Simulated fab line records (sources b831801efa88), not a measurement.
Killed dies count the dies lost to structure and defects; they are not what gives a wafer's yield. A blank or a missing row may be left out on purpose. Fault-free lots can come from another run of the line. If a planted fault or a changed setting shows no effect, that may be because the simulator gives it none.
fab line records	flow gf180mcu
record lots=24	wafers=72	last_day=34
route steps=602 shown M1@316 V1@349 M3@424 V3@431 M4@458 TOP_METAL@571
lots that met no fault: taken from a fault-free run of the same line
start_h: the number of hours between the record's first day and the start of the first shown wafer of the lot	wait_h: hours elapsed since this lot's preceding step	" unchanged from the row above	L1.1+2: a row that stands for several wafers	- no value, or no start was given	* or withheld: withheld	< > ~ a bound
route shown NAME@n: NAME is a module with steps in the file, n the number in the route of the first one	usual: mean/standard deviation taken from wafers without a fault	same: alike in all rows	chamber/n: place in a boat	sites: each site's reading	_std_site: standard deviation across them	_edge_site: inner sites' mean taken away from outer sites' mean	radius_mm: for every site, how far away it sits from the centre of the wafer	mask NAME#n: copy n	behind: tool/chamber where the wafer was last shaped	hold: what put the lot on hold/how long, in hours/how the hold closed	device: the n, p or np transistor that did not switch	end of line: the tests these same wafers got at the end of their route	for a step that has no rows: nothing shown but its recipe	killed: the dies lost at the first sort to structure and to defects; this is not the yield of the wafer	map: dies across one wafer; x = killed, . = not, _ = none there
set.NAME: the run value of the setting; set.NAME@STEP: its run value at that earlier step	model.NAME: the simulator's own value behind a step, which no gauge read
route steps across a sampled set of lots; one table per step, one row per wafer
services: from which hour (start_h, from the record's first day; less than 0 if before it) a tool's chamber was out of use, for how many hours, and why
## steps
# step GF_M1_SPUTTER_01
# recipe material=TiN	target_thk_nm=30	power_w=6500	time_s=25	chamber_pressure_pa=0.4
# usual throttle_valve_pct=29.9/1
# same time_s=25
lot.wafer	tool	chamber	start_h	wait_h	throttle_valve_pct
L074.2	pvd_sputter-04	-	369.27	0.1	30.4
L074.3	"	-	"	"	30.7
L074.4	"	-	"	"	29.5
L075.2	pvd_sputter-04	-	385.54	0.1	30.2
L075.5	"	-	"	"	29.4
L075.6	"	-	"	"	30.6
L076.1	pvd_sputter-03	-	388.26	0.1	28.1
L076.3	"	-	"	"	30.9
L076.6	"	-	"	"	28.2
L077.2	pvd_sputter-03	-	394.31	0.1	30.5
L077.3	"	-	"	"	31.0
L077.6	"	-	"	"	30.4
L078.1	pvd_sputter-01	-	403.34	0.1	29.2
L078.2	"	-	"	"	27.8
L078.3	"	-	"	"	29.1
L079.3	pvd_sputter-04	-	411.09	0.1	29.7
L079.4	"	-	"	"	30.2
L079.5	"	-	"	"	30.5
L080.1	pvd_sputter-03	-	427.34	0.1	29.1
L080.2	"	-	"	"	28.1
L080.6	"	-	"	"	29.1
L081.1	pvd_sputter-03	-	439.23	0.1	29.4
L081.3	"	-	"	"	28.2
L081.6	"	-	"	"	30.6
L082.1	pvd_sputter-03	-	443.41	0.1	30.9
L082.2	"	-	"	"	28.0
L082.3	"	-	"	"	29.2
L083.1	pvd_sputter-04	-	449.65	0.1	29.4
L083.3	"	-	"	"	30.0
L083.5	"	-	"	"	29.6
L084.1	pvd_sputter-04	-	451.37	0.1	30.2
L084.2	"	-	"	"	29.5
L084.3	"	-	"	"	30.2
L085.4	pvd_sputter-03	-	464.59	0.1	28.2
L085.5	"	-	"	"	30.3
L085.6	"	-	"	"	28.1
L086.1	pvd_sputter-04	-	470.20	0.1	30.1
L086.4	"	-	"	"	30.7
L086.5	"	-	"	"	29.4
L087.4	pvd_sputter-01	-	483.07	0.1	28.1
L087.5	"	-	"	"	32.0
L087.6	"	-	"	"	29.0
L088.1	pvd_sputter-03	-	489.13	0.1	27.8
L088.2	"	-	"	"	29.2
L088.5	"	-	"	"	28.9
L089.1	pvd_sputter-04	-	494.71	0.1	29.4
L089.5	"	-	"	"	31.2
L089.6	"	-	"	"	30.5
L090.2	pvd_sputter-03	-	506.41	0.1	27.9
L090.3	"	-	"	"	30.7
L090.4	"	-	"	"	30.9
L091.2	pvd_sputter-04	-	515.38	0.1	30.1
L091.3	"	-	"	"	30.4
L091.6	"	-	"	"	30.3
L092.1	pvd_sputter-04	-	523.45	0.1	30.2
L092.3	"	-	"	"	29.5
L092.4	"	-	"	"	30.9
L093.1	pvd_sputter-01	-	528.98	0.1	29.3
L093.3	"	-	"	"	29.5
L093.6	"	-	"	"	29.3
L094.1	pvd_sputter-03	-	534.13	0.1	30.3
L094.3	"	-	"	"	31.0
L094.6	"	-	"	"	29.2
L095.3	pvd_sputter-04	-	544.12	0.1	30.3
L095.4	"	-	"	"	29.3
L095.6	"	-	"	"	30.8
L096.2	pvd_sputter-04	-	548.80	0.1	30.8
L096.4	"	-	"	"	30.6
L096.6	"	-	"	"	29.6
L097.3	pvd_sputter-01	-	555.61	0.1	28.1
L097.5	"	-	"	"	29.4
L097.6	"	-	"	"	31.8
# step GF_V1_CD_MEAS_14
# recipe target_cd_nm=260
# usual cd_nm=260.2/1.3
lot.wafer	tool	chamber	start_h	wait_h	cd_nm
L074.2	cd_sem-02	-	417.18	0.1	260.7
L074.3	"	-	"	"	261.2
L074.4	"	-	"	"	262.2
L075.2	cd_sem-02	-	434.63	0.1	262.1
L075.5	"	-	"	"	261.8
L075.6	"	-	"	"	261.7
L076.1	cd_sem-01	-	436.73	0.1	260.2
L076.3	"	-	"	"	258.5
L076.6	"	-	"	"	259.7
L077.2	cd_sem-02	-	442.50	0.1	260.0
L077.3	"	-	"	"	260.2
L077.6	"	-	"	"	259.1
L078.1	cd_sem-01	-	452.98	0.1	260.0
L078.2	"	-	"	"	259.3
L078.3	"	-	"	"	260.1
L079.3	cd_sem-01	-	461.98	0.1	259.8
L079.4	"	-	"	"	260.2
L079.5	"	-	"	"	260.8
L080.1	cd_sem-01	-	477.96	0.1	259.4
L080.2	"	-	"	"	260.0
L080.6	"	-	"	"	260.2
L081.1	cd_sem-01	-	489.86	0.1	259.7
L081.3	"	-	"	"	261.0
L081.6	"	-	"	"	259.9
L082.1	cd_sem-01	-	492.46	0.1	260.9
L082.2	"	-	"	"	259.4
L082.3	"	-	"	"	260.5
L083.1	cd_sem-02	-	500.78	0.1	261.4
L083.3	"	-	"	"	260.5
L083.5	"	-	"	"	261.3
L084.1	cd_sem-01	-	500.81	0.1	259.8
L084.2	"	-	"	"	259.5
L084.3	"	-	"	"	260.3
L085.4	cd_sem-02	-	515.25	0.1	259.0
L085.5	"	-	"	"	258.5
L085.6	"	-	"	"	259.7
L086.1	cd_sem-02	-	519.23	0.1	258.7
L086.4	"	-	"	"	258.1
L086.5	"	-	"	"	259.4
L087.4	cd_sem-01	-	531.52	0.1	260.2
L087.5	"	-	"	"	261.8
L087.6	"	-	"	"	261.8
L088.1	cd_sem-01	-	536.84	0.1	260.2
L088.2	"	-	"	"	259.5
L088.5	"	-	"	"	259.8
L089.1	cd_sem-01	-	542.74	0.1	259.7
L089.5	"	-	"	"	260.2
L089.6	"	-	"	"	260.0
L090.2	cd_sem-02	-	553.68	0.1	257.8
L090.3	"	-	"	"	256.8
L090.4	"	-	"	"	259.1
L091.2	cd_sem-02	-	562.51	0.1	261.9
L091.3	"	-	"	"	261.9
L091.6	"	-	"	"	262.8
L092.1	cd_sem-02	-	570.54	0.1	259.4
L092.3	"	-	"	"	258.6
L092.4	"	-	"	"	258.4
L093.1	cd_sem-02	-	575.63	0.1	260.0
L093.3	"	-	"	"	261.6
L093.6	"	-	"	"	261.3
L094.1	cd_sem-01	-	580.65	0.2	261.3
L094.3	"	-	"	"	261.5
L094.6	"	-	"	"	260.6
L095.3	cd_sem-01	-	589.12	0.1	260.4
L095.4	"	-	"	"	261.8
L095.6	"	-	"	"	261.3
L096.2	cd_sem-01	-	594.36	0.2	258.2
L096.4	"	-	"	"	258.9
L096.6	"	-	"	"	257.7
L097.3	cd_sem-01	-	600.97	0.1	261.5
L097.5	"	-	"	"	261.9
L097.6	"	-	"	"	262.1
# step GF_M3_OVL_MEAS_15
# usual M3_OVL=-6/6
lot.wafer	tool	chamber	start_h	wait_h	M3_OVL[nm]
L074.2	overlay-01	-	495.69	0.1	-12
L074.3	"	-	"	"	-15
L074.4	"	-	"	"	-1
L075.2	overlay-02	-	511.50	0.1	-7
L075.5	"	-	"	"	-9
L075.6	"	-	"	"	-6
L076.1	overlay-01	-	513.75	0.1	-5
L076.3	"	-	"	"	2
L076.6	"	-	"	"	-8
L077.2	overlay-02	-	519.59	0.1	-10
L077.3	"	-	"	"	-5
L077.6	"	-	"	"	-10
L078.1	overlay-01	-	530.48	0.1	1
L078.2	"	-	"	"	8
L078.3	"	-	"	"	-7
L079.3	overlay-02	-	537.39	0.1	-6
L079.4	"	-	"	"	-4
L079.5	"	-	"	"	4
L080.1	overlay-01	-	553.40	0.1	-5
L080.2	"	-	"	"	2
L080.6	"	-	"	"	4
L081.1	overlay-01	-	563.60	0.1	-2
L081.3	"	-	"	"	-8
L081.6	"	-	"	"	-9
L082.1	overlay-01	-	566.18	0.1	-15
L082.2	"	-	"	"	-7
L082.3	"	-	"	"	-6
L084.1	overlay-02	-	574.28	0.1	-8
L084.2	"	-	"	"	-13
L084.3	"	-	"	"	-4
L083.1	overlay-01	-	574.80	0.1	-11
L083.3	"	-	"	"	-8
L083.5	"	-	"	"	-10
L085.4	overlay-01	-	587.01	0.1	-8
L085.5	"	-	"	"	-2
L085.6	"	-	"	"	-11
L086.1	overlay-01	-	591.33	0.1	-11
L086.4	"	-	"	"	-5
L086.5	"	-	"	"	-11
L087.4	overlay-01	-	601.45	0.1	-14
L087.5	"	-	"	"	-17
L087.6	"	-	"	"	-14
L088.1	overlay-01	-	607.28	0.1	-13
L088.2	"	-	"	"	-8
L088.5	"	-	"	"	-14
L089.1	overlay-02	-	612.63	0.1	4
L089.5	"	-	"	"	-1
L089.6	"	-	"	"	-3
L090.2	overlay-01	-	622.44	0.1	4
L090.3	"	-	"	"	-1
L090.4	"	-	"	"	4
L091.2	overlay-02	-	629.84	0.1	-13
L091.3	"	-	"	"	-1
L091.6	"	-	"	"	-7
L092.1	overlay-01	-	638.55	0.1	-15
L092.3	"	-	"	"	-14
L092.4	"	-	"	"	-4
L093.1	overlay-02	-	645.43	0.1	-6
L093.3	"	-	"	"	-13
L093.6	"	-	"	"	-15
L094.1	overlay-01	-	647.73	0.1	-7
L094.3	"	-	"	"	-11
L094.6	"	-	"	"	-14
L095.3	overlay-02	-	653.91	0.1	-12
L095.4	"	-	"	"	-6
L095.6	"	-	"	"	-16
L096.2	overlay-01	-	659.34	0.1	-6
L096.4	"	-	"	"	-11
L096.6	"	-	"	"	-9
L097.3	overlay-02	-	665.49	0.1	0
L097.5	"	-	"	"	-4
L097.6	"	-	"	"	3
# step GF_V3_CVD_02
# recipe material=SiO2	target_thk_nm=850	precursor=TEOS	temp_c=400	time_s=94.851	rf_w=600
# usual heater_power_w=680/120
# same time_s=94.851
lot.wafer	tool	chamber	start_h	wait_h	heater_power_w
L074.2	pecvd-02	1	496.55	0.0	534
L074.3	"	0	"	"	944
L074.4	"	2	"	"	596
L075.2	pecvd-01	1	512.31	0.0	705
L075.5	"	1	"	"	570
L075.6	"	0	"	"	608
L076.1	pecvd-03	2	514.56	0.1	675
L076.3	"	0	"	"	687
L076.6	"	0	"	"	735
L077.2	pecvd-01	0	520.40	0.0	623
L077.3	"	2	"	"	736
L077.6	"	2	"	"	765
L078.1	pecvd-02	2	531.29	0.1	605
L078.2	"	0	"	"	943
L078.3	"	1	"	"	506
L079.3	pecvd-01	1	538.19	0.0	614
L079.4	"	1	"	"	662
L079.5	"	0	"	"	686
L080.1	pecvd-02	0	554.33	0.1	1015
L080.2	"	1	"	"	555
L080.6	"	0	"	"	1028
L081.1	pecvd-03	0	564.50	0.1	775
L081.3	"	1	"	"	593
L081.6	"	2	"	"	669
L082.1	pecvd-02	2	567.34	0.1	750
L082.2	"	1	"	"	585
L082.3	"	0	"	"	936
L084.1	pecvd-01	0	575.09	0.1	663
L084.2	"	2	"	"	743
L084.3	"	1	"	"	648
L083.1	pecvd-02	0	575.61	0.1	891
L083.3	"	1	"	"	514
L083.5	"	1	"	"	556
L085.4	pecvd-01	0	587.88	0.1	666
L085.5	"	1	"	"	704
L085.6	"	2	"	"	718
L086.1	pecvd-02	2	592.15	0.1	708
L086.4	"	2	"	"	717
L086.5	"	1	"	"	561
L087.4	pecvd-01	2	602.28	0.1	730
L087.5	"	0	"	"	551
L087.6	"	1	"	"	644
L088.1	pecvd-03	1	608.09	0.1	624
L088.2	"	0	"	"	706
L088.5	"	1	"	"	654
L089.1	pecvd-03	2	613.44	0.1	643
L089.5	"	1	"	"	612
L089.6	"	2	"	"	698
L090.2	pecvd-03	0	623.25	0.0	684
L090.3	"	1	"	"	628
L090.4	"	0	"	"	724
L091.2	pecvd-01	0	630.64	0.0	582
L091.3	"	0	"	"	644
L091.6	"	0	"	"	677
L092.1	pecvd-03	2	639.36	0.1	700
L092.3	"	1	"	"	526
L092.4	"	1	"	"	597
L093.1	pecvd-03	2	646.24	0.1	696
L093.3	"	1	"	"	553
L093.6	"	0	"	"	580
L094.1	pecvd-02	1	648.54	0.1	501
L094.3	"	0	"	"	952
L094.6	"	1	"	"	555
L095.3	pecvd-02	1	654.71	0.0	579
L095.4	"	1	"	"	451
L095.6	"	2	"	"	702
L096.2	pecvd-03	2	660.14	0.0	731
L096.4	"	2	"	"	608
L096.6	"	0	"	"	676
L097.3	pecvd-01	2	666.40	0.0	669
L097.5	"	1	"	"	560
L097.6	"	2	"	"	733
# step GF_M4_SPUTTER_02
# recipe material=AlCu	target_thk_nm=450	power_w=10600	time_s=23.9	chamber_pressure_pa=0.4
# usual throttle_valve_pct=29.9/1.2
# same time_s=23.9
lot.wafer	tool	chamber	start_h	wait_h	throttle_valve_pct
L074.2	pvd_sputter-02	-	522.82	0.0	31.9
L074.3	"	-	"	"	30.6
L074.4	"	-	"	"	30.3
L075.2	pvd_sputter-02	-	536.70	0.0	30.2
L075.5	"	-	"	"	31.9
L075.6	"	-	"	"	30.2
L076.1	pvd_sputter-02	-	539.25	0.0	30.9
L076.3	"	-	"	"	31.2
L076.6	"	-	"	"	30.1
L077.2	pvd_sputter-01	-	545.68	0.0	31.9
L077.3	"	-	"	"	29.1
L077.6	"	-	"	"	29.4
L078.1	pvd_sputter-03	-	556.07	0.0	28.1
L078.2	"	-	"	"	30.4
L078.3	"	-	"	"	29.1
L079.3	pvd_sputter-03	-	562.25	0.0	29.0
L079.4	"	-	"	"	27.9
L079.5	"	-	"	"	30.8
L080.1	pvd_sputter-01	-	578.33	0.0	29.4
L080.2	"	-	"	"	28.1
L080.6	"	-	"	"	29.4
L081.1	pvd_sputter-01	-	588.61	0.0	28.3
L081.3	"	-	"	"	31.9
L081.6	"	-	"	"	29.6
L082.1	pvd_sputter-01	-	590.38	0.0	31.9
L082.2	"	-	"	"	28.3
L082.3	"	-	"	"	29.4
L084.1	pvd_sputter-03	-	598.70	0.0	29.1
L084.2	"	-	"	"	28.1
L084.3	"	-	"	"	30.5
L083.1	pvd_sputter-02	-	598.97	0.0	31.8
L083.3	"	-	"	"	30.1
L083.5	"	-	"	"	32.1
L085.4	pvd_sputter-03	-	610.44	0.0	29.3
L085.5	"	-	"	"	29.3
L085.6	"	-	"	"	28.2
L086.1	pvd_sputter-03	-	614.96	0.0	30.4
L086.4	"	-	"	"	28.9
L086.5	"	-	"	"	27.9
L087.4	pvd_sputter-03	-	625.29	0.0	30.4
L087.5	"	-	"	"	30.9
L087.6	"	-	"	"	29.0
L088.1	pvd_sputter-02	-	631.10	0.0	31.7
L088.2	"	-	"	"	30.2
L088.5	"	-	"	"	30.3
L089.1	pvd_sputter-01	-	635.61	0.0	28.1
L089.5	"	-	"	"	29.6
L089.6	"	-	"	"	28.2
L090.2	pvd_sputter-03	-	645.38	0.0	30.6
L090.3	"	-	"	"	28.1
L090.4	"	-	"	"	31.0
L091.2	pvd_sputter-03	-	652.31	0.0	28.1
L091.3	"	-	"	"	28.8
L091.6	"	-	"	"	27.8
L092.1	pvd_sputter-03	-	661.69	0.0	31.1
L092.3	"	-	"	"	29.2
L092.4	"	-	"	"	30.7
L093.1	pvd_sputter-03	-	667.32	0.0	28.1
L093.3	"	-	"	"	30.5
L093.6	"	-	"	"	31.1
L094.1	pvd_sputter-03	-	669.98	0.0	29.5
L094.3	"	-	"	"	31.1
L094.6	"	-	"	"	29.1
L095.3	pvd_sputter-01	-	676.06	0.0	29.4
L095.4	"	-	"	"	29.3
L095.6	"	-	"	"	29.1
L096.2	pvd_sputter-03	-	681.47	0.0	31.2
L096.4	"	-	"	"	29.0
L096.6	"	-	"	"	30.7
L097.3	pvd_sputter-02	-	687.85	0.0	30.6
L097.5	"	-	"	"	30.9
L097.6	"	-	"	"	30.6
# step GF_TOP_METAL_SPUTTER_04
# recipe material=TiN	target_thk_nm=25	power_w=6500	time_s=20.8	chamber_pressure_pa=0.4
# usual throttle_valve_pct=30.0/1.3
# same time_s=20.8
lot.wafer	tool	chamber	start_h	wait_h	throttle_valve_pct
L074.2	pvd_sputter-03	-	638.46	0.0	28.1
L074.3	"	-	"	"	29.3
L074.4	"	-	"	"	31.1
L075.2	pvd_sputter-03	-	648.65	0.0	31.0
L075.5	"	-	"	"	31.1
L075.6	"	-	"	"	28.8
L076.1	pvd_sputter-02	-	652.04	0.0	30.9
L076.3	"	-	"	"	30.6
L076.6	"	-	"	"	30.7
L077.2	pvd_sputter-01	-	655.99	0.0	29.1
L077.3	"	-	"	"	31.9
L077.6	"	-	"	"	28.0
L078.1	pvd_sputter-01	-	665.20	0.0	31.8
L078.2	"	-	"	"	27.9
L078.3	"	-	"	"	29.2
L079.3	pvd_sputter-02	-	672.62	0.0	30.2
L079.4	"	-	"	"	32.0
L079.5	"	-	"	"	31.7
L080.1	pvd_sputter-02	-	685.29	0.0	31.9
L080.2	"	-	"	"	29.9
L080.6	"	-	"	"	30.0
L081.1	pvd_sputter-02	-	693.92	0.0	30.4
L081.3	"	-	"	"	30.9
L081.6	"	-	"	"	30.8
L082.1	pvd_sputter-03	-	696.31	0.0	28.9
L082.2	"	-	"	"	30.7
L082.3	"	-	"	"	30.4
L084.1	pvd_sputter-01	-	704.39	0.0	28.1
L084.2	"	-	"	"	32.0
L084.3	"	-	"	"	29.5
L083.1	pvd_sputter-01	-	705.54	0.0	29.4
L083.3	"	-	"	"	32.1
L083.5	"	-	"	"	31.8
L085.4	pvd_sputter-03	-	714.03	0.0	30.9
L085.5	"	-	"	"	30.1
L085.6	"	-	"	"	28.2
L086.1	pvd_sputter-01	-	719.26	0.0	29.2
L086.4	"	-	"	"	31.7
L086.5	"	-	"	"	29.1
L087.4	pvd_sputter-03	-	727.80	0.0	30.5
L087.5	"	-	"	"	27.8
L087.6	"	-	"	"	31.2
L088.1	pvd_sputter-03	-	732.01	0.0	28.2
L088.2	"	-	"	"	29.2
L088.5	"	-	"	"	30.3
L089.1	pvd_sputter-01	-	736.26	0.0	29.2
L089.5	"	-	"	"	29.5
L089.6	"	-	"	"	29.4
L090.2	pvd_sputter-02	-	746.01	0.0	30.8
L090.3	"	-	"	"	30.5
L090.4	"	-	"	"	32.2
L091.2	pvd_sputter-03	-	751.09	0.0	30.9
L091.3	"	-	"	"	30.5
L091.6	"	-	"	"	29.3
L092.1	pvd_sputter-01	-	758.21	0.0	29.4
L092.3	"	-	"	"	32.0
L092.4	"	-	"	"	31.6
L093.1	pvd_sputter-03	-	763.48	0.0	30.8
L093.3	"	-	"	"	29.2
L093.6	"	-	"	"	31.0
L094.1	pvd_sputter-01	-	766.77	0.0	32.0
L094.3	"	-	"	"	28.2
L094.6	"	-	"	"	29.4
L095.3	pvd_sputter-01	-	771.04	0.0	29.1
L095.4	"	-	"	"	29.4
L095.6	"	-	"	"	31.7
L096.2	pvd_sputter-02	-	775.63	0.0	30.7
L096.4	"	-	"	"	31.0
L096.6	"	-	"	"	31.0
L097.3	pvd_sputter-01	-	780.16	0.0	28.2
L097.5	"	-	"	"	29.1
L097.6	"	-	"	"	29.6
## services
tool	chamber	start_h	hours	kind
pecvd-03	-	354.42	2.8	pm
pvd_sputter-04	-	365.97	2.1	repair
pecvd-03	1	375.45	3.9	repair
pvd_sputter-02	-	387.77	2.3	repair
pvd_sputter-04	-	388.19	6.2	repair
pvd_sputter-03	-	395.37	3.4	repair
pvd_sputter-02	-	396.06	0.7	repair
pvd_sputter-02	-	400.19	3.3	repair
pvd_sputter-04	-	416.22	3.1	repair
pvd_sputter-01	-	439.97	5.4	repair
pvd_sputter-02	-	440.63	1.4	repair
pvd_sputter-03	-	449.18	5.0	repair
pvd_sputter-02	-	460.00	1.4	repair
pvd_sputter-03	-	503.42	1.4	repair
pvd_sputter-04	-	566.78	3.0	repair
pvd_sputter-04	-	570.02	13.8	repair
pvd_sputter-04	-	588.17	3.0	repair
pvd_sputter-04	-	606.44	3.1	repair
pvd_sputter-02	-	608.21	1.5	repair
pvd_sputter-04	-	630.15	7.7	repair
pvd_sputter-02	-	662.46	2.6	repair
pvd_sputter-04	-	712.74	0.7	repair
pvd_sputter-04	-	718.97	1.5	repair
pvd_sputter-02	-	750.58	2.0	repair
## key
fault none
